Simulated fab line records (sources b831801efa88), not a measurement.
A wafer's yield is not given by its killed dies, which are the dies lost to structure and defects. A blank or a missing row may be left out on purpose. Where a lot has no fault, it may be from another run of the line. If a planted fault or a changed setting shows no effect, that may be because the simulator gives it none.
Matching of chambers / flow sky130 / 4 sister chambers for SKY_VIA2_CMP_24 on cmp-01
The step polishes, stops on SiO2, t overpolish 20 s, target thk 0 nm. 4 wafers are shown with their chamber, then 10 later ones without.

== WAFERS, EACH WITH ITS CHAMBER ==
wafer=L084.6; chamber=1; motor_current_A (A)=10.0
wafer=L090.5; chamber=0; motor_current_A (A)=8.7
wafer=L091.1; chamber=2; motor_current_A (A)=11.5
wafer=L091.2; chamber=3; motor_current_A (A)=9.9

== WAFERS WITH NO CHAMBER GIVEN ==
wafer=L091.4; motor_current_A (A)=8.6
wafer=L093.1; motor_current_A (A)=12.3
wafer=L093.2; motor_current_A (A)=8.8
wafer=L093.6; motor_current_A (A)=12.7
wafer=L095.1; motor_current_A (A)=9.6
wafer=L095.4; motor_current_A (A)=10.7
wafer=L095.6; motor_current_A (A)=9.1
wafer=L097.2; motor_current_A (A)=9.4
wafer=L097.5; motor_current_A (A)=8.6
wafer=L097.6; motor_current_A (A)=11.3

== WHICH CHAMBER EACH ONE RAN IN ==
wafer=L091.4; from the rows above=0; in truth=0
wafer=L093.1; from the rows above=2; in truth=2
wafer=L093.2; from the rows above=can't be placed: 0 or 3 or 1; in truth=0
wafer=L093.6; from the rows above=2; in truth=2
wafer=L095.1; from the rows above=can't be placed: 3 or 1 or 0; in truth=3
wafer=L095.4; from the rows above=can't be placed: 1 or 3 or 2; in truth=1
wafer=L095.6; from the rows above=can't be placed: 0 or 3 or 1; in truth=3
wafer=L097.2; from the rows above=can't be placed: 3 or 1 or 0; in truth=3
wafer=L097.5; from the rows above=0; in truth=0
wafer=L097.6; from the rows above=can't be placed: 2 or 1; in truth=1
Correctly placed: 4 of 10. From these rows, 6 cannot be placed; in 6 the true chamber is one of the candidates. Number placed wrongly: 0.
How it was worked out, from the rows above alone: a wafer's distance from a chamber is the root of the sum, over the readings, of the square of ((its reading less the chamber's mean) divided by the reading's scatter). If the next closest chamber is less than 2 further off than the closest, the wafer can't be placed; otherwise it belongs to the closest. For every chamber, the mean is computed from those of its wafers that are shown. The scatter: root of mean squared gap, hidden wafer to nearest shown wafer, with one shown wafer a chamber.
